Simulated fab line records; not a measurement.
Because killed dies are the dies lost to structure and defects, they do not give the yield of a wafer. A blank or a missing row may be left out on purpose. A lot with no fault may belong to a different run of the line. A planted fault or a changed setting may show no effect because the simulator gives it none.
Problem report, 8D (eight disciplines) form, completed by code || flow sky130 || the parts of the form that need people (team, actions taken, sign-off) are left out

== 1. THE PROBLEM ==
Wafers without a fault read 0.868 a.u. with a standard deviation of 0.0066, while oesProductAu at SKY_METAL4_METAL_ETCH_18 averages 0.986 a.u. across 2 wafers of 1 lot. Relative to the usual mean, that is a shift of +18 standard deviations.
The step: etches the open film in Cl2/BCl3, stops on SiO2, target depth 845 nm, time 183.1 s.
Seen first at day 44 22:47 on rieMetal-01, wafer L509.2. At this step, 37 wafers from 13 lots have a number in the record. Rule for "out" (also "out of limits"): further than 4 standard deviations from the usual mean. Any other wafer with a number is counted as sound.

== 2. WHAT IT IS AND WHAT IT IS NOT ==
{"question": "which readings at this step", "is": "oesProductAu", "is not": "chamberPressureMTorr, drypumpMotorCurrentA, throttleValvePct"}
{"question": "which lots", "is": "L509", "is not": "L498, L499, L500, L501, L502, L503, L505, L506, L518, L519, L520, L521"}
{"question": "which wafers of those lots", "is": "L509.2, L509.5", "is not": "L509.6"}
{"question": "read on which tools", "is": "rieMetal-01", "is not": "rieMetal-02, rieMetal-04"}
{"question": "when", "is": "from day 44 22:47", "is not": "up to then (24 sound wafers); but 11 sound wafers of L518, L519, L520, L521 came after"}

== 3. THE SUSPECTS, EACH WITH WHAT RULES IT OUT ==
Counting: a tool at a process step up to the reading stays a suspect if it ran every lot that is out. Sound lots after the first of them don't rule it out here, since some wafers of a struck lot are sound.
- pvdSputter-03 at SKY_METAL4_SPUTTER_02 (material AlCu, target thk 735 nm, time 39.1 s): kept. It ran the lot that is out, L509 (day 43 01:04); its last sound lot up to then is L505 (day 42 07:30).
- pvdSputter-02 at SKY_CAP2M_SPUTTER_02 (material TiN, target thk 200 nm, time 166.7 s): kept. It ran the lot that is out, L509 (day 43 01:16); its last sound lot up to then is L506 (day 42 16:07).
- rieDiel-03 at SKY_METAL4_ETCH_17 (etches SiO2 in C4F8/O2/Ar, stops on TiN, time 3.9 s, target depth 15 nm): kept. It ran the lot that is out, L509 (day 44 22:46); its last sound lot up to then is L505 (day 44 06:19).
- rieMetal-01 at SKY_METAL4_METAL_ETCH_18 (etches the open film in Cl2/BCl3, stops on SiO2, target depth 845 nm, time 183.1 s): kept. It ran the lot that is out, L509 (day 44 22:47); its last sound lot up to then is L506 (day 44 15:31). Its own readings are out on those wafers: oesProductAu.
- Within rieDiel-03 at SKY_METAL4_ETCH_17: the wafers that are out ran in chamber 1; their sound lot-mates ran in chamber 0.
Left after counting: pvdSputter-03 at SKY_METAL4_SPUTTER_02, pvdSputter-02 at SKY_CAP2M_SPUTTER_02, rieDiel-03 at SKY_METAL4_ETCH_17, rieMetal-01 at SKY_METAL4_METAL_ETCH_18.

== 4. THE CAUSE (what the simulator had put in) ==
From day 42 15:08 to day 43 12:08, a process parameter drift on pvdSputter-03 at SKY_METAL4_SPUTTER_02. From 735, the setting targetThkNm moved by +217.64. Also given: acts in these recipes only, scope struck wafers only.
Counting leaves 4 suspects; this tool is one of them.

== 5. THE CHAIN OF EFFECTS, in route order ==
Rows list readings where the struck wafers' mean (over those with a number) sits beyond 3 standard deviations from the usual. Scope: only readings with a usual standard deviation given in the record; hours: median across lots of the time from each lot's start at the first step in this table that gives one to its start at this step; sigmas: change in usual standard deviations.
{"hours": 0, "step": "SKY_METAL4_METAL_ETCH_18", "reading": "oesProductAu", "usual": "0.868 a.u.", "on struck wafers": 0.986, "change": "+0.118", "sigmas": "+18"}
Its process steps:
- SKY_METAL4_METAL_ETCH_18: etches the open film in Cl2/BCl3, stops on SiO2, target depth 845 nm, time 183.1 s.

== 6. HOW IT WOULD HAVE BEEN CAUGHT EARLIER ==
In this record no reading fell out of limits until day 44 22:47, 56 hours after the fault had begun at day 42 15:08.
Of the tool readings at SKY_METAL4_SPUTTER_02 for which the record gives a usual standard deviation, none was out on any struck wafer, so an alarm limit of 4 standard deviations on them would not have fired.
Each of the lots that are out, 1 in all, had begun SKY_METAL4_SPUTTER_02 on pvdSputter-03 no later than day 44 22:47. Had the tool been put on hold then, not one of them would have been saved.
